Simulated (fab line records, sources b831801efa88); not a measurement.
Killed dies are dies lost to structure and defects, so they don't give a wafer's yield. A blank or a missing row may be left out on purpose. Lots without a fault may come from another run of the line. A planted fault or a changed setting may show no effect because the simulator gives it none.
One fault seen from 2 desks | flow gf180mcu | each desk has only its own numbers; what lay behind them comes last

THE TOOL OWNER'S DESK: plasma_asher-04
The tool's own readings at GF_V3_STRIP_18 (strips in O2/N2): means of the sampled wafers that have a number, for each lot that ran on this tool. A lot is out of limits, marked OUT, if its mean lies more than 4 standard deviations from the usual mean; the brackets give that distance.
Columns: A = chamber_pressure_mTorr at GF_V3_STRIP_18, usual 1499.8 mTorr; B = drypump_motor_current_A at GF_V3_STRIP_18, usual 5.9 A; C = heater_power_w at GF_V3_STRIP_18, usual 323 W; D = oes_product_au at GF_V3_STRIP_18, usual 0.592 a.u.
lot  | first seen here | A      | B   | C   | D
L278 | day 22 15:06    | 1499.9 | 5.6 | 336 | 0.589
L281 | day 23 14:50    | 1500.4 | 5.7 | 374 | 0.593
L283 | day 24 09:01    | 1499.9 | 5.7 | 343 | 0.589
L287 | day 25 16:53    | 1500.3 | 5.7 | 367 | 0.593
L298 | day 29 11:07    | 1500.8 | 5.7 | 343 | 0.593
L299 | day 29 23:19    | 1499.3 | 5.7 | 370 | 0.593
This desk's finding: nothing out of limits on any of the 6 lots.

THE METROLOGY DESK
What the gauges read, lot by lot, whatever tool the lot ran on: means of the sampled wafers that have a number. A lot is out of limits, marked OUT, if its mean lies more than 4 standard deviations from the usual mean; the brackets give that distance.
Columns: A = V5_OVL at GF_V5_OVL_MEAS_15, usual -2 nm
lot  | first seen here | A
L278 | day 27 09:08    | -2
L279 | day 27 23:40    | 2
L281 | day 28 07:19    | -5
L282 | day 28 17:21    | 1
L283 | day 28 23:43    | -6
L284 | day 29 07:15    | -7
L285 | day 29 14:17    | -7
L287 | day 30 02:27    | -4
L289 | day 30 12:05    | 3
L290 | day 31 08:09    | -1
L298 | day 33 08:48    | -1
L299 | day 33 17:42    | -1
This desk's finding: nothing out of limits on any of the 12 lots.

PUT TOGETHER
The tool owner's desk saw nothing out of limits.
The metrology desk saw nothing out of limits.

WHAT THE SIMULATOR HAD PUT IN
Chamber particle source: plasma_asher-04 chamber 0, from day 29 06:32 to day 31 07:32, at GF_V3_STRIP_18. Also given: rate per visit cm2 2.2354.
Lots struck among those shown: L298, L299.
